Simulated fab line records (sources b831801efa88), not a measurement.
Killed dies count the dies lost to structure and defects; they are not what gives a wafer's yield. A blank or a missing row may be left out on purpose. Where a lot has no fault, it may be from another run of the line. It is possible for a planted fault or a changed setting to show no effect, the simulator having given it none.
Which of the tools did it? ; flow gf180mcu ; 6 lots, 18 wafers sampled, at 2 steps of a route of 602

## WHAT EACH GAUGE READ, for each wafer
GF_M4_RS_MEAS_05: measurement is done with a four-point probe.
lot;measured;on;M4_ALCU_RS (ohm/sq)
L535;day 22 19:32;filmMetro-02;0.0700 0.0696 0.0694
L537;day 23 11:48;filmMetro-04;0.0685 0.0698 0.0704
L546;day 26 14:05;filmMetro-02;0.0700 0.0686 0.0695
L552;day 28 07:02;filmMetro-02;0.0686 0.0857 0.0880
L555;day 29 07:51;filmMetro-04;0.0688 0.0699 0.0704
L557;day 30 00:50;filmMetro-03;0.0696 0.0705 0.0695

## EACH LOT AND THE TOOL THAT RAN IT (in order: tool; ch and the chambers of the sampled wafers; start)
lot;GF_M4_SPUTTER_02
L535;pvdSputter-01, day 22 19:25
L537;pvdSputter-02, day 23 11:41
L546;pvdSputter-02, day 26 13:59
L552;pvdSputter-02, day 28 06:55
L555;pvdSputter-03, day 29 07:43
L557;pvdSputter-01, day 30 00:43
- GF_M4_SPUTTER_02: material AlCu, target thk 450 nm, time 23.9 s.

## THE ANSWER, worked out from the rows above alone
Rule: usual is defined by the lots themselves. Put in order of their means at a reading, lots are off if they are a third of the lots or fewer, leave a main group of 4 or more, and stand apart from it by a gap of 3 or more times the standard deviation of the main group's means; of several such gaps the widest counts. A main group is skipped when, at the precision printed for the reading in the tables above, its means are all equal. A lot without any number at a reading at which 4 lots or more have one is off too. All remaining lots with rows at the step are treated as sound.
Off: at GF_M4_RS_MEAS_05 (M4_ALCU_RS), L552. Main group: mean 0.0696 ohm/sq, sd 0.00016.
A tool fits if, at a process step before that reading, it ran every lot that is off, and no sound lot after the first of them. The gauges at GF_M4_RS_MEAS_05 are tried like those tools. This does not decide it: 2 tools fit, namely pvdSputter-02 at GF_M4_SPUTTER_02 and filmMetro-02 at GF_M4_RS_MEAS_05.

## WHAT THE SIMULATOR PUT IN
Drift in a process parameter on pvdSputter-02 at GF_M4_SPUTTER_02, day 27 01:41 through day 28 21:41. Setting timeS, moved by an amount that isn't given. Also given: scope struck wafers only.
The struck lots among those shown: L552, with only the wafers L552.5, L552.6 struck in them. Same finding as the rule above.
